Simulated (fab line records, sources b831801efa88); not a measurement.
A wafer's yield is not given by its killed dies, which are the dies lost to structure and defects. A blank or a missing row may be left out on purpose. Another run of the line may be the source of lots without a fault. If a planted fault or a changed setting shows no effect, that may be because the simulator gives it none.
Which tool did it? -- flow sky130 -- 39 wafers from 13 lots sampled at 4 of the route's 708 steps

== WHAT EACH GAUGE READ, for each wafer ==
SKY_PAD_OPEN_BOW_MEAS_13. Usual: for PAD_OPEN_BOW the level is 48 um and the standard deviation is 10.
lot,measured,on,PAD_OPEN_BOW (um),flag
L599,day 45 20:05,film_metro-04,56 42 47,
L600,day 45 21:35,film_metro-03,48 55 55,
L601,day 46 09:19,film_metro-04,47 47 46,
L605,day 47 07:21,film_metro-03,47 53 59,
L611,day 49 00:05,film_metro-04,49 50 56,
L613,day 49 05:42,film_metro-04,53 49 47,
L614,day 49 09:09,film_metro-04,49 59 60,
L615,day 49 14:32,film_metro-04,44 42 49,
L616,day 49 19:17,film_metro-03,49 49 43,
L617,day 50 01:40,film_metro-03,37 35 29,
L619,day 50 07:28,film_metro-03,68 79 76,
L621,day 50 15:03,film_metro-03,32 41 44,
L622,day 50 23:52,film_metro-02,46 36 41,

== EACH LOT AND THE TOOL THAT RAN IT (in order: tool; ch and the chambers of the sampled wafers; start) ==
lot,SKY_FIELD_ISO_WET_ETCH_30,SKY_VIA4_ETCH_12,SKY_METAL5_DESCUM_14
L599,"wet_bench-01 ch 1, day 2 13:54","rie_diel-02 ch 0,1,2, day 42 21:10","rie_metal-03 ch 0,1, day 43 21:15"
L600,"wet_bench-03 ch 2, day 2 15:39","rie_diel-03 ch 0,1,2, day 42 21:29","rie_metal-04 ch 0,1, day 43 21:29"
L601,"wet_bench-04 ch 2, day 2 22:59","rie_diel-03 ch 0,1, day 43 10:36","rie_metal-03 ch 1, day 44 10:19"
L605,"wet_bench-04 ch 2, day 3 16:35","rie_diel-01 ch 1,3, day 44 11:51","rie_metal-01 ch 0, day 45 10:56"
L611,"wet_bench-04 ch 2, day 5 06:42","rie_diel-03 ch 1,2,3, day 46 08:15","rie_metal-04 ch 0,1, day 47 05:56"
L613,"wet_bench-04 ch 3, day 5 13:29","rie_diel-03 ch 1,3, day 46 14:08","rie_metal-04 ch 0,1, day 47 11:58"
L614,"wet_bench-01 ch 0, day 5 18:59","rie_diel-03 ch 1,2,3, day 46 18:40","rie_metal-04 ch 0,1, day 47 16:04"
L615,"wet_bench-01 ch 3, day 5 23:55","rie_diel-02 ch 0,1,2, day 47 02:12","rie_metal-03 ch 0,1, day 47 23:10"
L616,"wet_bench-01 ch 2, day 6 05:08","rie_diel-02 ch 1,3, day 47 07:16","rie_metal-03 ch 0,1, day 48 04:53"
L617,"wet_bench-01 ch 0, day 6 09:18","rie_diel-02 ch 1,3, day 47 14:57","rie_metal-04 ch 0, day 48 11:52"
L619,"wet_bench-03 ch 2, day 6 17:56","rie_diel-03 ch 0,2,3, day 47 21:06","rie_metal-04 ch 0,1, day 48 17:50"
L621,"wet_bench-01 ch 2, day 7 06:05","rie_diel-02 ch 1,2, day 48 06:51","rie_metal-01 ch 0,1, day 49 02:58"
L622,"wet_bench-03 ch 3, day 7 12:01","rie_diel-02 ch 0,1, day 48 16:29","rie_metal-03 ch 0,1, day 49 11:56"
- SKY_FIELD_ISO_WET_ETCH_30: etches SiO2 in dHF, target depth 25 nm, time 50 s.
- SKY_VIA4_ETCH_12: etches SiO2 in C4F8/O2/Ar, stops on TiN, target depth 580 nm.
- SKY_METAL5_DESCUM_14: chemistry O2, time 11 s.

== WHAT THE TOOLS THEMSELVES READ (means of the sampled wafers that have a number; where no wafer has one, the mark that the record gives instead) ==
SKY_FIELD_ISO_WET_ETCH_30. Usual: temp_c at 25.00 C, with a standard deviation of 0.087.
lot,tool,temp_c (C),flag
L599,wet_bench-01,24.91,
L600,wet_bench-03,24.99,
L601,wet_bench-04,24.95,
L605,wet_bench-04,24.98,
L611,wet_bench-04,25.02,
L613,wet_bench-04,25.01,
L614,wet_bench-01,24.93,
L615,wet_bench-01,25.08,
L616,wet_bench-01,25.04,
L617,wet_bench-01,25.04,
L619,wet_bench-03,24.97,
L621,wet_bench-01,24.97,
L622,wet_bench-03,24.94,

SKY_VIA4_ETCH_12. Usual: oes_product_au at 0.925 a.u., with a standard deviation of 0.005.
lot,tool,oes_product_au (a.u.),flag
L599,rie_diel-02,0.918,
L600,rie_diel-03,0.928,
L601,rie_diel-03,0.925,
L605,rie_diel-01,0.924,
L611,rie_diel-03,0.923,
L613,rie_diel-03,0.926,
L614,rie_diel-03,0.922,
L615,rie_diel-02,0.925,
L616,rie_diel-02,0.925,
L617,rie_diel-02,0.922,
L619,rie_diel-03,0.929,
L621,rie_diel-02,0.926,
L622,rie_diel-02,0.929,

SKY_METAL5_DESCUM_14. Usual: drypump_motor_current_A 5.9 A, standard deviation 0.59; he_backside_leak_sccm 3.5 sccm, standard deviation 0.33; oes_product_au 0.997 a.u., standard deviation 0.014; temp_c 39.98 C, standard deviation 0.11.
lot,tool,drypump_motor_current_A (A),he_backside_leak_sccm (sccm),oes_product_au (a.u.),temp_c (C),flag
L599,rie_metal-03,5.9,3.6,1.016,39.97,
L600,rie_metal-04,6.2,3.6,0.985,40.01,
L601,rie_metal-03,5.0,3.5,0.990,39.87,
L605,rie_metal-01,5.4,3.6,0.997,40.01,
L611,rie_metal-04,6.2,3.6,0.988,39.88,
L613,rie_metal-04,6.2,3.5,0.994,40.11,
L614,rie_metal-04,6.2,3.4,0.992,40.04,
L615,rie_metal-03,5.9,3.5,1.014,39.94,
L616,rie_metal-03,5.5,3.6,0.998,40.02,
L617,rie_metal-04,6.1,3.3,0.994,40.01,
L619,rie_metal-04,6.1,3.4,0.983,39.96,
L621,rie_metal-01,5.8,3.4,0.994,39.89,
L622,rie_metal-03,5.9,3.5,0.999,39.97,

== THE ANSWER, worked out from the rows above alone ==
Rule: take the mean of a lot's wafers that have a number; if it is more than 3 standard deviations from the usual mean, the lot is off. A lot without any number at a reading at which 4 lots or more have one is off too. Where the step has rows for the other lots, those lots are counted as sound. First the gauges in route order, then the tools' own readings, where a lot's mean is used as printed above. The first step at which some lot is off is used, and at that step the reading that is off furthest; a lot without a number counts as furthest.
None of the lots is off at any reading shown; this tells nothing.

== WHAT HAD BEEN PUT IN BY THE SIMULATOR ==
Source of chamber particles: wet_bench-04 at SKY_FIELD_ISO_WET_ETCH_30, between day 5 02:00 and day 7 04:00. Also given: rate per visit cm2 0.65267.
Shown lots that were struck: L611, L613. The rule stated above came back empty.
